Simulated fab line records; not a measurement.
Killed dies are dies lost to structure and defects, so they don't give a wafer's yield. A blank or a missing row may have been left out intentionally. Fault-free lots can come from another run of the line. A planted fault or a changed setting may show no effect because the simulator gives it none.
A single fault, viewed from 2 desks || flow gf180mcu || numbers are kept per desk, each desk with only its own; the story behind them comes last

## TOOL OWNER'S DESK, rieSi-02
The tool's own readings at GF_STI_ETCH_14 (etches Si in HBr/Cl2/O2, target depth 360 nm, time 102.9 s): means of the sampled wafers that have a number, for each lot that ran on this tool. The brackets show how far a lot's mean lies from the usual mean; more than 4 standard deviations puts the lot out of limits, marked OUT.
Columns: A = O2_flow_sccm at GF_STI_ETCH_14, usual 5.998 sccm; B = drypumpMotorCurrentA at GF_STI_ETCH_14, usual 5.7 A; C = oesProductAu at GF_STI_ETCH_14, usual 1.003 a.u.; D = runLengthS at GF_STI_ETCH_14, usual 131.2 s; E = throttleValvePct at GF_STI_ETCH_14, usual 25.653 %
{"lot": "L777", "first seen here": "day 2 01:26", "A": 5.993, "B": 5.9, "C": 0.997, "D": 131.5, "E": 25.660}
{"lot": "L778", "first seen here": "day 2 07:50", "A": 5.993, "B": 5.7, "C": 1.000, "D": 131.4, "E": 25.647}
{"lot": "L779", "first seen here": "day 2 14:41", "A": 5.989, "B": 5.6, "C": 0.993, "D": 131.2, "E": 25.659}
{"lot": "L780", "first seen here": "day 2 19:02", "A": 5.996, "B": 5.5, "C": 0.999, "D": 131.4, "E": 25.654}
{"lot": "L781", "first seen here": "day 2 23:07", "A": 6.012, "B": 5.6, "C": 0.998, "D": 131.1, "E": 25.654}
{"lot": "L788", "first seen here": "day 4 10:14", "A": 6.011, "B": 5.8, "C": 0.993, "D": "126.6 (-12) OUT", "E": 25.661}
{"lot": "L789", "first seen here": "day 4 15:02", "A": 6.005, "B": 5.7, "C": 0.996, "D": "122.0 (-24) OUT", "E": 25.656}
This desk finds L788, L789 out of limits, L788 being first, at day 4 10:14 (runLengthS at GF_STI_ETCH_14). L777, L778, L779, L780, L781 stayed within limits.

## THE METROLOGY DESK
What the gauges read, lot by lot, whatever tool the lot ran on: means of the sampled wafers that have a number. The brackets show how far a lot's mean lies from the usual mean; more than 4 standard deviations puts the lot out of limits, marked OUT.
Columns: A = PSD_OVL at GF_PSD_OVL_MEAS_08, usual 0.0 nm
{"lot": "L777", "first seen here": "day 14 04:01", "A": 0.9}
{"lot": "L778", "first seen here": "day 14 11:07", "A": -2.6}
{"lot": "L779", "first seen here": "day 15 06:48", "A": 1.0}
{"lot": "L781", "first seen here": "day 15 14:02", "A": 0.2}
{"lot": "L780", "first seen here": "day 15 16:36", "A": 0.1}
{"lot": "L782", "first seen here": "day 16 00:45", "A": -1.6}
{"lot": "L783", "first seen here": "day 16 08:20", "A": 1.3}
{"lot": "L784", "first seen here": "day 16 18:48", "A": 0.4}
{"lot": "L788", "first seen here": "day 18 00:29", "A": 1.1}
{"lot": "L789", "first seen here": "day 18 11:24", "A": 0.1}
{"lot": "L794", "first seen here": "day 20 05:26", "A": 0.3}
{"lot": "L797", "first seen here": "day 21 10:21", "A": -0.7}
This desk's verdict: no lot among the 12 shows anything out of limits.

## TAKEN TOGETHER
On L788, L789, at day 4 10:14, an alarm was possible from the tool owner's desk.
From the metrology desk's view, nothing was out of limits.
The metrology desk holds a record of L788, L789, inside its limits.
On rieSi-02, each named lot ran GF_STI_ETCH_14.

## WHAT THE SIMULATOR HAD INSERTED
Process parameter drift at GF_STI_ETCH_14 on rieSi-02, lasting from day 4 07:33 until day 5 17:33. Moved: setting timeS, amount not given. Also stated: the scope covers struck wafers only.
Lots struck among those shown: L788, L789.
How many hours passed from the start of the fault until each desk's first out-of-limits reading: the tool owner's desk, 3.
